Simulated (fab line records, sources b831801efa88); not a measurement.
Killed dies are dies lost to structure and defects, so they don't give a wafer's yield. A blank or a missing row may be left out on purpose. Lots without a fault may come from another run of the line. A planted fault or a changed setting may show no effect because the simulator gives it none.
fab line records | flow sky130
record lots=7 wafers=18 last_day=49
route steps=708 shown VIA1@473 METAL2@483 PAD_OPEN@708
lots that met no fault: from a run of the same line without faults
start_h: hours from the record's first day to the start of the lot's first wafer shown | wait_h: hours since the lot's step before | " the same as in the row above | L1.1+2: a row that stands for several wafers | - no value, or no start given | * or withheld: withheld | < > ~ a bound
route shown NAME@n: a module of which the file shows steps, and the number in the route of the first | usual: mean/standard deviation of fault-free wafers | same: alike in all rows | chamber/n: place in a boat | sites: the reading at each site | _std_site: their standard deviation | _edge_site: outer sites' mean less inner sites' | radius_mm: how far each site lies from the wafer's centre | mask NAME#n: copy n | behind: the tool/chamber that last shaped the wafer | hold: why the lot was held/for how many hours/how that ended | device: the transistor (n, p or np) that didn't switch | end of line: the same wafers' tests at the end of the route | a step without rows: its recipe alone | killed: dies lost to structure and defects at the first sort, not the wafer's yield | map: a wafer's dies, x killed, . not, _ none there
set.NAME: the setting as run; set.NAME@STEP: as run at that earlier step | model.NAME: the simulator's own value behind a step, which no gauge read
lots at some steps of the route; a table a step, a row a wafer
services: from which hour (start_h, from the record's first day; less than 0 if before it) a tool's chamber was out of use, for how many hours, and why
## steps
# step SKY_VIA1_ETCH_15
# recipe target=SiO2 chemistry=C4F8/O2/Ar target_depth_nm=351 stop_on=TiN mask_material=KrF-thick source_w=1500 bias_w=1200 pressure_mtorr=40 c4f8_flow_sccm=withheld O2_flow_sccm=6 Ar_flow_sccm=300 time_s=54
# usual oes_product_au=0.982/0.0051
# columns lot.wafer tool chamber start_h wait_h oes_product_au rf_hours_counter_h
L350.1 rie_diel-03 2 797.87 0.0 0.984 12
L350.5 " 0 " " 0.982 -
L350.6 " 1 " " 0.991 -
L352.2 rie_diel-03 0 828.40 0.0 0.986 21
L352.3 " 3 " " 0.980 6
L352.5 " 3 " " 0.983 -
L358.2 rie_diel-02 0 856.09 0.0 0.984 9
L358.4 " 2 " " 0.978 6
L359.2 rie_diel-01 1 867.13 0.0 0.977 21
L359.4 " 3 " " 0.980 12
L360.2 rie_diel-01 0 876.65 0.0 0.982 19
L360.4 " 2 " " 0.985 16
L363.1 rie_diel-02 3 895.60 0.0 0.980 21
L363.2 " 2 " " 0.981 8
L363.3 " 1 " " 0.976 2
L365.1 rie_diel-03 0 911.93 0.0 0.987 24
L365.2 " 2 " " 0.976 16
L365.6 " 2 " " 0.984 -
# step SKY_VIA1_STRIP_16
# recipe chemistry=O2/N2 power_w=1400 pressure_mtorr=1500 platen_temp_c=withheld o2_flow_sccm=3000 n2_flow_sccm=300 overash_fraction=0.5
# usual drypump_motor_current_A=5.3/0.51 o2_flow_sccm=3001/8.8 oes_product_au=0.416/0.0049 strip_time_to_endpoint_s=4.465/0.02
# same overash_fraction=0.5
# columns lot.wafer tool chamber start_h wait_h drypump_motor_current_A o2_flow_sccm oes_product_au rf_hours_counter_h strip_time_to_endpoint_s
L350.1 plasma_asher-02 1 797.92 0.0 4.8 3005 0.411 93 4.477
L350.5 " 0 " " 4.8 3011 0.420 - 4.463
L350.6 " 1 " " 4.9 2997 0.424 - 4.490
L352.2 plasma_asher-02 0 828.45 0.0 4.8 3005 0.403 96 4.465
L352.3 " 1 " " 4.8 3002 0.423 - 4.474
L352.5 " 0 " " 4.9 2987 0.409 - 4.479
L358.2 plasma_asher-02 0 856.13 0.0 4.8 2999 0.421 99 4.458
L358.4 " 0 " " 4.8 3025 0.415 - 4.466
L359.2 plasma_asher-02 1 867.17 0.0 4.8 3001 0.413 100 4.453
L359.4 " 0 " " 4.8 2990 0.420 - 4.455
L360.2 plasma_asher-03 0 876.70 0.0 6.1 3001 0.420 79 4.442
L360.4 " 0 " " 6.1 3002 0.416 - 4.474
L363.1 plasma_asher-01 0 895.65 0.0 5.9 3012 0.420 15 4.466
L363.2 " 1 " " 5.7 3013 0.426 15 4.458
L363.3 " 1 " " 5.7 3002 0.413 - 4.451
L365.1 plasma_asher-02 1 911.97 0.0 4.8 2999 0.413 104 4.483
L365.2 " 0 " " 4.8 3002 0.417 104 4.468
L365.6 " 1 " " 4.8 3005 0.417 - 4.497
# step SKY_VIA1_STRIP_17
# recipe chemistry=post_etch_residue_remover time_s=1200 temp_c=72.5
# step SKY_VIA1_CLEAN_18
# recipe chemistry=IPA time_s=180 temp_c=25
# step SKY_VIA1_CLEAN_19
# recipe chemistry=O3/DIW dry=n2_spin
# step SKY_VIA1_SPUTTER_20
# recipe material=TiN target_thk_nm=20 chamber_pressure_pa=5 power_w=4000 time_s=80
# usual throttle_valve_pct=29.8/0.75
# columns lot.wafer tool chamber start_h wait_h throttle_valve_pct
L350.1 pvd_sputter-02 - 798.56 0.0 29.5
L350.5 " - " " 29.5
L350.6 " - " " 31.0
L352.2 pvd_sputter-03 - 829.09 0.0 28.6
L352.3 " - " " 30.2
L352.5 " - " " 30.0
L358.2 pvd_sputter-02 - 856.78 0.0 30.8
L358.4 " - " " 29.5
L359.2 pvd_sputter-02 - 868.17 0.0 30.8
L359.4 " - " " 30.9
L360.2 pvd_sputter-02 - 877.30 0.0 30.3
L360.4 " - " " 31.1
L363.1 pvd_sputter-03 - 896.65 0.0 30.0
L363.2 " - " " 30.2
L363.3 " - " " 30.1
L365.1 pvd_sputter-01 - 912.57 0.0 28.8
L365.2 " - " " 29.8
L365.6 " - " " 30.4
# step SKY_VIA1_CVD_21
# recipe material=W target_thk_nm=270 time_s=80.902 temp_c=400 pressure_torr=40
# usual heater_power_w=950/140 susceptor_temp_C=400.00/0.22
# columns lot.wafer tool chamber start_h wait_h heater_power_w susceptor_temp_C
L350.1 cvd_w-01 1 798.62 0.0 824 399.78
L350.5 " 1 " " 871 399.26
L350.6 " 0 " " 1169 400.09
L352.2 cvd_w-02 1 829.15 0.0 873 399.73
L352.3 " 0 " " 898 399.99
L352.5 " 0 " " 909 399.85
L358.2 cvd_w-01 1 856.84 0.0 827 400.03
L358.4 " 0 " " 1236 400.00
L359.2 cvd_w-01 1 868.23 0.0 844 400.19
L359.4 " 0 " " 1220 400.05
L360.2 cvd_w-01 1 877.36 0.0 864 400.10
L360.4 " 0 " " 1212 399.86
L363.1 cvd_w-02 0 896.72 0.0 917 400.12
L363.2 " 1 " " 908 400.19
L363.3 " 1 " " 865 400.09
L365.1 cvd_w-02 1 912.64 0.0 894 399.83
L365.2 " 0 " " 904 399.97
L365.6 " 0 " " 904 399.79
# step SKY_VIA1_RS_MEAS_22
# recipe thk_meas_gauge=four-point-probe reads=W_of_VIA1_CVD_21+TiN_of_VIA1_SPUTTER_20
# usual VIA1_W_RS=0.428/0.0046
# columns lot.wafer tool chamber start_h wait_h VIA1_W_RS[ohm/sq]
L350.1 film_metro-04 - 798.71 0.1 0.435
L350.5 " - " " 0.439
L350.6 " - " " 0.428
L352.2 film_metro-03 - 829.26 0.1 0.428
L352.3 " - " " 0.433
L352.5 " - " " 0.427
L358.2 film_metro-04 - 856.96 0.1 0.428
L358.4 " - " " 0.424
L359.2 film_metro-02 - 868.34 0.1 0.426
L359.4 " - " " 0.416
L360.2 film_metro-03 - 877.47 0.1 0.427
L360.4 " - " " 0.420
L363.1 film_metro-03 - 896.81 0.1 0.423
L363.2 " - " " 0.423
L363.3 " - " " 0.424
L365.1 film_metro-03 - 912.75 0.1 0.434
L365.2 " - " " 0.428
L365.6 " - " " 0.432
# step SKY_VIA1_THK_MEAS_23
# recipe thk_meas_gauge=xrf reads=W_of_VIA1_CVD_21
# usual VIA1_W_THK=272/3.3
# columns lot.wafer tool chamber start_h wait_h VIA1_W_THK[nm]
L350.1 film_metro-04 - 798.83 0.1 268
L350.5 " - " " 264
L350.6 " - " " 273
L352.2 film_metro-03 - 829.37 0.1 271
L352.3 " - " " 268
L352.5 " - " " 272
L358.2 film_metro-04 - 857.07 0.1 273
L358.4 " - " " 275
L359.2 film_metro-02 - 868.45 0.1 271
L359.4 " - " " 279
L360.2 film_metro-03 - 877.58 0.1 271
L360.4 " - " " 276
L363.1 film_metro-03 - 896.93 0.1 274
L363.2 " - " " 272
L363.3 " - " " 274
L365.1 film_metro-03 - 912.87 0.1 267
L365.2 " - " " 269
L365.6 " - " " 268
# step SKY_VIA1_CMP_24
# recipe stop_on=SiO2 t_overpolish_s=15 down_force_psi=3.5 platen_rpm=60 target_thk_nm=0 pad_velocity_m_s=0.94248
# step SKY_METAL2_SPUTTER_00
# recipe material=Ti target_thk_nm=15 power_w=3000 time_s=10 chamber_pressure_pa=0.4
# step SKY_METAL2_SPUTTER_01
# recipe material=TiN target_thk_nm=20 power_w=6500 time_s=16.7 chamber_pressure_pa=0.4
# step SKY_METAL2_SPUTTER_02
# recipe material=AlCu target_thk_nm=250 power_w=10600 time_s=13.3 chamber_pressure_pa=0.4
# usual throttle_valve_pct=29.9/1.1
# columns lot.wafer tool chamber start_h wait_h throttle_valve_pct model.AlCu_of_METAL2_SPUTTER_02.thk_nm
L350.1 pvd_sputter-01 - 799.24 0.0 30.4 247.8
L350.5 " - " " 29.5 247.8
L350.6 " - " " 29.4 249.4
L352.2 pvd_sputter-02 - 829.82 0.0 30.7 248.9
L352.3 " - " " 29.7 248.8
L352.5 " - " " 30.7 248.2
L358.2 pvd_sputter-01 - 857.46 0.0 30.4 204.3
L358.4 " - " " 29.8 247.1
L359.2 pvd_sputter-01 - 868.85 0.0 29.2 206.1
L359.4 " - " " 30.4 248
L360.2 pvd_sputter-01 - 877.98 0.0 29.4 208.5
L360.4 " - " " 29.7 248.5
L363.1 pvd_sputter-04 - 897.34 0.0 28.0 248.8
L363.2 " - " " 30.2 248
L363.3 " - " " 32.4 249.4
L365.1 pvd_sputter-02 - 913.35 0.0 30.7 249.3
L365.2 " - " " 29.5 249.7
L365.6 " - " " 29.5 249.2
# step SKY_METAL2_SPUTTER_03
# recipe material=Ti target_thk_nm=5 power_w=3000 time_s=3.3 chamber_pressure_pa=0.4
# step SKY_METAL2_SPUTTER_04
# recipe material=TiN target_thk_nm=70 power_w=6500 time_s=58.3 chamber_pressure_pa=0.4
# step SKY_METAL2_RS_MEAS_05
# recipe thk_meas_gauge=four-point-probe reads=TiN_of_METAL2_SPUTTER_04+Ti_of_METAL2_SPUTTER_03+AlCu_of_METAL2_SPUTTER_02+TiN_of_METAL2_SPUTTER_01+Ti_of_METAL2_SPUTTER_00
# usual METAL2_ALCU_RS=0.1272/0.0011
# columns lot.wafer tool chamber start_h wait_h METAL2_ALCU_RS[ohm/sq]
L350.1 film_metro-03 - 799.33 0.0 0.1279
L350.5 " - " " 0.1281
L350.6 " - " " 0.1269
L352.2 film_metro-03 - 829.93 0.0 0.1271
L352.3 " - " " 0.1273
L352.5 " - " " 0.1274
L358.2 film_metro-03 - 857.58 0.0 0.1561
L358.4 " - " " 0.1279
L359.2 film_metro-01 - 868.96 0.0 0.1548
L359.4 " - " " 0.1279
L360.2 film_metro-02 - 878.09 0.0 0.1526
L360.4 " - " " 0.1272
L363.1 film_metro-03 - 897.43 0.0 0.1270
L363.2 " - " " 0.1279
L363.3 " - " " 0.1265
L365.1 film_metro-03 - 913.44 0.0 0.1272
L365.2 " - " " 0.1268
L365.6 " - " " 0.1270
# step SKY_METAL2_THK_MEAS_06
# recipe thk_meas_gauge=xrf reads=AlCu_of_METAL2_SPUTTER_02
# usual METAL2_ALCU_THK=250.9/2.2
# columns lot.wafer tool chamber start_h wait_h METAL2_ALCU_THK[nm]
L350.1 film_metro-03 - 799.45 0.1 251.5
L350.5 " - " " 250.5
L350.6 " - " " 253.7
L352.2 film_metro-03 - 830.04 0.1 249.8
L352.3 " - " " 249.4
L352.5 " - " " 249.8
L358.2 film_metro-03 - 857.69 0.1 207.1
L358.4 " - " " 249.1
L359.2 film_metro-01 - 869.07 0.1 209.0
L359.4 " - " " 250.3
L360.2 film_metro-02 - 878.20 0.1 209.7
L360.4 " - " " 248.0
L363.1 film_metro-03 - 897.55 0.1 251.1
L363.2 " - " " 250.0
L363.3 " - " " 252.6
L365.1 film_metro-03 - 913.56 0.1 251.5
L365.2 " - " " 250.8
L365.6 " - " " 250.7
# step SKY_METAL2_DEHYDRATE_07
# recipe temp_c=200 time_s=60
# step SKY_METAL2_HMDS_08
# recipe prime_time_s=60 prime_temp_c=120
# step SKY_METAL2_COAT_09
# recipe resist=BARC temp_c=withheld time_s=withheld spin_rpm=3000 resist_thk_nm=60
# step SKY_METAL2_COAT_10
# recipe resist=KrF-thick spin_rpm=3000 resist_thk_nm=450
# step SKY_METAL2_SOFTBAKE_11
# recipe temp_c=100 time_s=90 resist=KrF-thick
# step SKY_METAL2_EXPOSE_12
# recipe mask_id=MM2 na=0.8 source_shape=annular sigma_inner=0.55 sigma_outer=0.85 target_cd_nm=140 dose_mj=28
# step SKY_METAL2_PEB_13
# recipe peb_temp_c=withheld peb_time_s=withheld resist=KrF-thick
# step SKY_METAL2_DEVELOP_14
# recipe develop_time_s=60 resist=KrF-thick dev_temp_c=21
# step SKY_METAL2_CD_MEAS_15
# recipe target_cd_nm=140
# usual cd_nm=139.9/1.3
# columns lot.wafer tool chamber start_h wait_h cd_nm
L350.1 cd_sem-02 - 825.04 - 139.6
L350.5 " - " " 140.1
L350.6 " - " " 140.9
L352.2 cd_sem-01 - 856.26 - 138.5
L352.3 " - " " 139.2
L352.5 " - " " 140.0
L358.2 cd_sem-02 - 883.43 - 141.3
L358.4 " - " " 140.3
L359.2 cd_sem-01 - 894.51 - 137.5
L359.4 " - " " 140.9
L360.2 cd_sem-01 - 903.03 - 140.3
L360.4 " - " " 139.7
L363.1 cd_sem-01 - 921.84 - 140.7
L363.2 " - " " 140.5
L363.3 " - " " 139.4
L365.1 cd_sem-01 - 938.09 - 138.7
L365.2 " - " " 138.9
L365.6 " - " " 139.6
# step SKY_METAL2_OVL_MEAS_16
# usual METAL2_OVL=-1/5.3
# columns lot.wafer tool chamber start_h wait_h METAL2_OVL[nm]
L350.1 overlay-01 - 825.16 0.1 -7
L350.5 " - " " -8
L350.6 " - " " -12
L352.2 overlay-01 - 856.36 0.1 8
L352.3 " - " " 1
L352.5 " - " " 11
L358.2 overlay-02 - 883.53 0.1 -9
L358.4 " - " " -9
L359.2 overlay-01 - 894.61 0.1 3
L359.4 " - " " 7
L360.2 overlay-01 - 903.13 0.1 4
L360.4 " - " " -1
L363.1 overlay-01 - 921.96 0.1 2
L363.2 " - " " -3
L363.3 " - " " -6
L365.1 overlay-02 - 938.21 0.1 3
L365.2 " - " " 9
L365.6 " - " " 3
# step SKY_METAL2_DESCUM_17
# recipe chemistry=O2 source_power_w=150 bias_power_w=0 pressure_mtorr=10 temp_c=40 time_s=8
# step SKY_METAL2_ETCH_18
# recipe chemistry=N2/H2 target=BARC ion_energy_ev=200 bias_w=100 pressure_mtorr=30 n2_flow_sccm=100 h2_flow_sccm=200 icp_w=500 stop_on=SiO2 time_s=45.9 target_depth_a=600
# usual drypump_motor_current_A=5.6/0.39 oes_product_au=0.855/0.004 throttle_valve_pct=13.225/0.0089
# columns lot.wafer tool chamber start_h wait_h drypump_motor_current_A oes_product_au rf_hours_counter_h throttle_valve_pct
L350.1 rie_metal-01 1 825.26 0.1 5.7 0.852 17 13.220
L350.5 " 1 " " 5.8 0.854 - 13.214
L350.6 " 1 " " 5.8 0.850 - 13.218
L352.2 rie_metal-03 1 856.43 0.0 6.2 0.864 8 13.222
L352.3 " 0 " " 5.7 0.846 - 13.202
L352.5 " 1 " " 6.2 0.858 - 13.224
L358.2 rie_metal-02 1 883.60 0.0 5.2 0.853 15 13.229
L358.4 " 1 " " 5.2 0.855 - 13.210
L359.2 rie_metal-03 1 894.68 0.0 6.2 0.856 10 13.224
L359.4 " 0 " " 5.7 0.860 - 13.218
L360.2 rie_metal-02 0 903.19 0.0 5.8 0.860 5 13.207
L360.4 " 1 " " 5.2 0.858 - 13.220
L363.1 rie_metal-03 0 922.03 0.0 5.7 0.853 8 13.237
L363.2 " 1 " " 6.2 0.861 11 13.216
L363.3 " 1 " " 6.2 0.856 - 13.220
L365.1 rie_metal-01 0 938.28 0.0 4.9 0.852 10 13.217
L365.2 " 1 " " 5.7 0.849 3 13.230
L365.6 " 0 " " 4.9 0.854 - 13.230
# step SKY_METAL2_METAL_ETCH_19
# recipe target_depth_a=3600 stop_on=SiO2 over_etch_frac=0.3 time_s=78 chemistry=Cl2/BCl3 resist_sidewall_deg=88 pressure_mtorr=10 icp_w=900 bias_w=48.5 Cl2_flow_sccm=60 bcl3_flow_sccm=30
# usual drypump_motor_current_A=5.6/0.39 mfc_cl2_sccm=59.98/0.18 oes_product_au=0.852/0.0057 throttle_valve_pct=22.264/0.0095
# columns lot.wafer tool chamber start_h wait_h drypump_motor_current_A mfc_cl2_sccm oes_product_au rf_hours_counter_h throttle_valve_pct
L350.1 rie_metal-01 1 825.38 0.1 5.8 59.83 0.853 17 22.279
L350.5 " 1 " " 5.8 59.89 0.849 - 22.269
L350.6 " 1 " " 5.8 59.97 0.854 - 22.253
L352.2 rie_metal-03 1 856.49 0.0 6.2 60.10 0.850 8 22.260
L352.3 " 0 " " 5.8 59.94 0.855 - 22.266
L352.5 " 1 " " 6.2 59.99 0.848 - 22.244
L358.2 rie_metal-02 1 883.69 0.1 5.2 60.26 0.810 15 22.278
L358.4 " 1 " " 5.2 60.08 0.850 - 22.264
L359.2 rie_metal-03 1 894.74 0.0 6.2 60.25 0.817 10 22.277
L359.4 " 0 " " 5.7 59.86 0.842 - 22.267
L360.2 rie_metal-02 0 903.26 0.0 5.8 59.85 0.824 5 22.271
L360.4 " 1 " " 5.2 59.64 0.848 - 22.265
L363.1 rie_metal-03 0 922.09 0.0 5.8 59.90 0.853 8 22.273
L363.2 " 1 " " 6.2 60.31 0.847 11 22.270
L363.3 " 1 " " 6.2 60.08 0.850 - 22.257
L365.1 rie_metal-01 0 938.34 0.0 4.9 60.07 0.850 10 22.261
L365.2 " 1 " " 5.7 60.17 0.861 3 22.256
L365.6 " 0 " " 4.9 60.30 0.851 - 22.260
# step SKY_METAL2_STRIP_20
# recipe chemistry=O2/N2 power_w=1400 pressure_mtorr=1500 platen_temp_c=withheld o2_flow_sccm=3000 n2_flow_sccm=300 overash_fraction=0.5
# step SKY_PAD_OPEN_PROBE_99
# usual defect_limited_yield=82.4/1.9 killed_at_M0_to_M3=43/7.5 killed_at_M4_up=3.3/1.9 killed_at_contacts=24/4.6 killed_at_front_end=16/4.9 killed_at_other=0.2/0.46 killed_dies=87/9.1 killed_open=47/7.4 killed_short=39/6.6 sort_bin_3_pad_short=0.9/0.43 sort_bin_5_function=10.3/1.4 sort_bin_6_memory=6.4/1.1 sort_n_pass=405/9.1 sort_yield_pct=82.4/1.9
# same gross_dies=492 killed_at_back_side=0 sort_bin_4_leakage[%]=0 sort_bin_8_speed[%]=0
# columns lot.wafer tool chamber start_h wait_h defect_limited_yield[%] killed_at_M0_to_M3 killed_at_M4_up killed_at_contacts killed_at_front_end killed_at_other killed_dies killed_open killed_short sort_bin_3_pad_short[%] sort_bin_5_function[%] sort_bin_6_memory[%] sort_n_pass sort_yield_pct[%] model.etest.met2.line_ohm_um model.etest.met2.rs_ohm_sq
L350.1 prober-02 - 1078.93 0.1 83.3 37 0 21 24 0 82 42 40 0.8 9.8 6.1 410 83.3 0.9454 0.1299
L350.5 prober-02 - 1079.13 0.2 82.1 50 3 27 8 0 88 46 42 0.6 10.4 6.9 404 82.1 0.956 0.1305
L350.6 prober-02 - 1079.18 0.2 82.5 39 2 24 20 1 86 45 41 1.6 9.6 6.3 406 82.5 0.919 0.1287
L352.2 prober-02 - 1103.85 0.1 82.1 56 3 23 6 0 88 41 47 1.4 10.2 6.3 404 82.1 0.9323 0.1298
L352.3 prober-02 - 1103.90 0.2 83.1 47 5 25 5 1 83 49 34 0.8 9.8 6.3 409 83.1 0.904 0.1298
L352.5 prober-02 - 1104.00 0.2 79.1 57 3 25 17 1 103 68 35 1.8 10.2 8.9 389 79.1 0.9017 0.1288
L358.2 prober-01 - 1125.70 0.1 84.8 39 4 23 9 0 75 39 36 0.6 8.7 5.9 417 84.8 1.096 0.157
L358.4 prober-01 - 1125.80 0.2 85.2 43 2 10 18 0 73 42 31 0.6 9.1 5.1 419 85.2 0.8903 0.1298
L359.2 prober-02 - 1132.56 0.1 82.3 51 1 23 10 2 87 41 45 0.8 11.4 5.5 405 82.3 1.109 0.1567
L359.4 prober-02 - 1132.66 0.2 83.3 38 3 24 16 1 82 47 35 0.2 11.0 5.5 410 83.3 0.9364 0.1315
L360.2 prober-01 - 1140.57 0.1 79.3 56 2 26 17 1 102 52 48 0.6 11.8 8.3 390 79.3 1.115 0.1568
L360.4 prober-01 - 1140.67 0.2 81.3 44 3 26 19 0 92 42 50 1.2 11.6 5.9 400 81.3 0.9105 0.1281
L363.1 prober-02 - 1153.37 0.1 80.7 43 4 30 18 0 95 43 52 1.0 11.8 6.5 397 80.7 0.9054 0.1295
L363.2 prober-02 - 1153.42 0.1 79.9 45 4 22 28 0 99 65 33 0.8 12.6 6.7 393 79.9 0.9191 0.1291
L363.3 prober-02 - 1153.47 0.2 82.3 44 3 19 21 0 87 47 40 1.2 11.4 5.1 405 82.3 0.93 0.1296
L365.1 prober-02 - 1164.66 0.1 83.3 30 0 32 20 0 82 45 37 1.8 10.4 4.5 410 83.3 0.8977 0.1284
L365.2 prober-02 - 1164.71 0.1 82.9 41 5 25 13 0 84 41 42 0.4 8.7 7.9 408 82.9 0.9255 0.1277
L365.6 prober-02 - 1164.91 0.2 79.1 58 3 27 15 0 103 60 43 1.6 11.0 8.3 389 79.1 0.9133 0.1285
# killed by level:class
L350.1 VIA1:geometric_particle:open=11 FIELD_ISO:geometric_particle:short=10 LI_CONTACT:geometric_particle:open=8 POLY_GATE:geometric_particle:open=5 CONTACT:geometric_particle:open=5 FIELD_ISO:geometric_particle:open=4 VIA1:geometric_particle:short=4 CONTACT:geometric_particle:short=4
L350.5 CONTACT:geometric_particle:open=13 VIA1:geometric_particle:open=9 METAL2:geometric_particle:short=8 VIA3:geometric_particle:short=6 VIA3:geometric_particle:open=6 VIA2:geometric_particle:short=6 LI_CONTACT:geometric_particle:open=5 CONTACT:geometric_particle:short=5
L350.6 CONTACT:geometric_particle:open=11 FIELD_ISO:geometric_particle:open=8 METAL1:geometric_particle:short=8 VIA1:geometric_particle:short=7 VIA2:geometric_particle:open=6 LI_CONTACT:geometric_particle:open=5 METAL2:geometric_particle:short=5 VIA3:geometric_particle:open=5
L352.2 VIA1:geometric_particle:open=12 VIA2:geometric_particle:open=10 VIA1:geometric_particle:short=8 METAL1:geometric_particle:short=7 CONTACT:geometric_particle:short=6 LI_CONTACT:geometric_particle:open=5 CONTACT:geometric_particle:open=5 METAL2:geometric_particle:short=5
L352.3 VIA1:geometric_particle:open=15 CONTACT:geometric_particle:open=9 VIA1:geometric_particle:short=6 LI_CONTACT:geometric_particle:open=5 METAL1:geometric_particle:short=5 VIA2:geometric_particle:open=5 CONTACT:geometric_particle:short=4 LI_CONTACT:geometric_particle:short=3
L352.5 VIA1:geometric_particle:open=17 VIA2:geometric_particle:open=14 CONTACT:geometric_particle:open=11 VIA3:geometric_particle:open=8 METAL1:geometric_particle:short=5 POLY_GATE:geometric_particle:short=4 LI_CONTACT:geometric_particle:open=4 LOCAL_INTERCONNECT:geometric_particle:short=4
L358.2 CONTACT:geometric_particle:open=8 VIA1:geometric_particle:open=7 VIA3:geometric_particle:open=7 LI_CONTACT:geometric_particle:open=5 METAL1:geometric_particle:short=5 LOCAL_INTERCONNECT:geometric_particle:short=4 CONTACT:geometric_particle:short=4 VIA1:geometric_particle:short=4
L358.4 VIA2:geometric_particle:open=11 VIA1:geometric_particle:open=10 METAL2:geometric_particle:short=8 FIELD_ISO:geometric_particle:open=5 LI_CONTACT:geometric_particle:open=4 FIELD_ISO:geometric_particle:short=3 POLY_GATE:geometric_particle:short=3 LI_CONTACT:geometric_particle:short=3
L359.2 CONTACT:geometric_particle:open=13 VIA1:geometric_particle:open=11 VIA1:geometric_particle:short=8 VIA3:geometric_particle:short=6 METAL2:geometric_particle:short=5 VIA2:geometric_particle:short=5 CONTACT:geometric_particle:short=4 METAL1:geometric_particle:short=4
L359.4 VIA1:geometric_particle:open=10 CONTACT:geometric_particle:short=8 VIA2:geometric_particle:open=8 FIELD_ISO:geometric_particle:open=7 CONTACT:geometric_particle:open=7 VIA3:geometric_particle:open=5 LOCAL_INTERCONNECT:geometric_particle:short=4 VIA1:geometric_particle:short=4
L360.2 VIA3:geometric_particle:open=11 VIA1:geometric_particle:open=8 METAL1:geometric_particle:short=8 CONTACT:geometric_particle:short=7 VIA2:geometric_particle:open=7 FIELD_ISO:geometric_particle:open=6 LOCAL_INTERCONNECT:geometric_particle:short=6 CONTACT:geometric_particle:open=5
L360.4 VIA1:geometric_particle:open=10 POLY_GATE:geometric_particle:short=9 LI_CONTACT:geometric_particle:open=9 CONTACT:geometric_particle:open=9 VIA1:geometric_particle:short=8 METAL2:geometric_particle:short=6 POLY_GATE:geometric_particle:open=4 METAL3:geometric_particle:short=4
L363.1 CONTACT:geometric_particle:open=9 VIA1:geometric_particle:open=8 METAL1:geometric_particle:short=7 VIA3:geometric_particle:short=7 LI_CONTACT:geometric_particle:open=6 METAL2:geometric_particle:short=6 FIELD_ISO:geometric_particle:open=5 LOCAL_INTERCONNECT:geometric_particle:short=5
L363.2 VIA1:geometric_particle:open=11 FIELD_ISO:geometric_particle:open=9 LI_CONTACT:geometric_particle:open=8 CONTACT:geometric_particle:open=8 POLY_GATE:geometric_particle:open=7 VIA2:geometric_particle:open=7 VIA3:geometric_particle:open=6 METAL1:geometric_particle:short=5
L363.3 METAL2:geometric_particle:short=10 CONTACT:geometric_particle:open=9 VIA1:geometric_particle:open=9 FIELD_ISO:geometric_particle:open=8 VIA2:geometric_particle:open=7 FIELD_ISO:geometric_particle:short=5 POLY_GATE:geometric_particle:short=5 VIA3:geometric_particle:open=5
L365.1 LI_CONTACT:geometric_particle:open=10 CONTACT:geometric_particle:open=9 VIA1:geometric_particle:open=7 METAL2:geometric_particle:short=7 CONTACT:geometric_particle:short=6 METAL1:geometric_particle:short=5 FIELD_ISO:geometric_particle:open=4 FIELD_ISO:geometric_particle:short=4
L365.2 LI_CONTACT:geometric_particle:open=9 CONTACT:geometric_particle:open=8 METAL1:geometric_particle:short=7 CONTACT:geometric_particle:short=6 VIA1:geometric_particle:open=6 VIA2:geometric_particle:open=6 METAL2:geometric_particle:short=5 METAL3:geometric_particle:short=5
L365.6 CONTACT:geometric_particle:open=11 VIA1:geometric_particle:open=10 VIA3:geometric_particle:open=9 LI_CONTACT:geometric_particle:open=8 VIA1:geometric_particle:short=8 CONTACT:geometric_particle:short=6 POLY_GATE:geometric_particle:short=6 VIA2:geometric_particle:open=6
## services
# columns tool chamber start_h hours kind
cvd_w-02 0 775.30 2.6 repair
rie_metal-01 0 797.48 52.8 repair
plasma_asher-02 - 809.08 1.4 repair
rie_metal-01 - 809.35 2.8 pm
cvd_w-01 - 810.97 1.3 repair
rie_diel-01 3 813.41 4.5 repair
pvd_sputter-02 - 825.14 1.9 repair
pvd_sputter-03 - 825.22 0.8 repair
cvd_w-01 - 827.34 2.8 pm
rie_diel-02 - 840.04 3.4 repair
rie_diel-01 2 846.09 5.6 repair
pvd_sputter-02 - 858.25 2.8 repair
rie_diel-02 - 862.09 0.6 repair
pvd_sputter-02 - 872.79 3.7 repair
rie_diel-03 1 873.78 6.6 repair
rie_metal-01 0 877.50 3.4 repair
cvd_w-02 - 879.38 1.3 repair
rie_metal-01 - 883.99 6.0 repair
cvd_w-01 - 904.00 14.0 pm
rie_diel-02 1 908.29 15.2 repair
rie_diel-01 - 911.94 0.7 repair
cvd_w-01 - 932.89 1.1 repair
cvd_w-01 - 933.77 0.4 repair
cvd_w-02 - 934.27 6.9 pm
## key
first_sign step=SKY_METAL2_RS_MEAS_05 reading=METAL2_ALCU_RS direction=up sigmas=25 usual=0.1272 struck=0.1545
effect step=SKY_METAL2_THK_MEAS_06 reading=METAL2_ALCU_THK direction=down sigmas=19 usual=250.9 struck=208.6
effect step=SKY_METAL2_METAL_ETCH_19 reading=oes_product_au direction=down sigmas=6 usual=0.852 struck=0.817
model_effect step=SKY_METAL2_SPUTTER_02 value=AlCu_of_METAL2_SPUTTER_02.thk_nm without=249.3 struck=206.3
model_effect step=SKY_PAD_OPEN_PROBE_99 value=etest.met2.line_ohm_um without=0.9091 struck=1.107
met_at SKY_METAL2_SPUTTER_02
struck_wafers L358.2,L359.2,L360.2
onset_between 799.24 857.46
fault kind=process_parameter_drift tool=pvd_sputter-01 chamber=- onset_h=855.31 steps=SKY_METAL2_SPUTTER_02 channel=target_thk_nm offset=-42.997 shape=step end_h=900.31 scope=struck_wafers_only acts_in=these_recipes_only stated=250
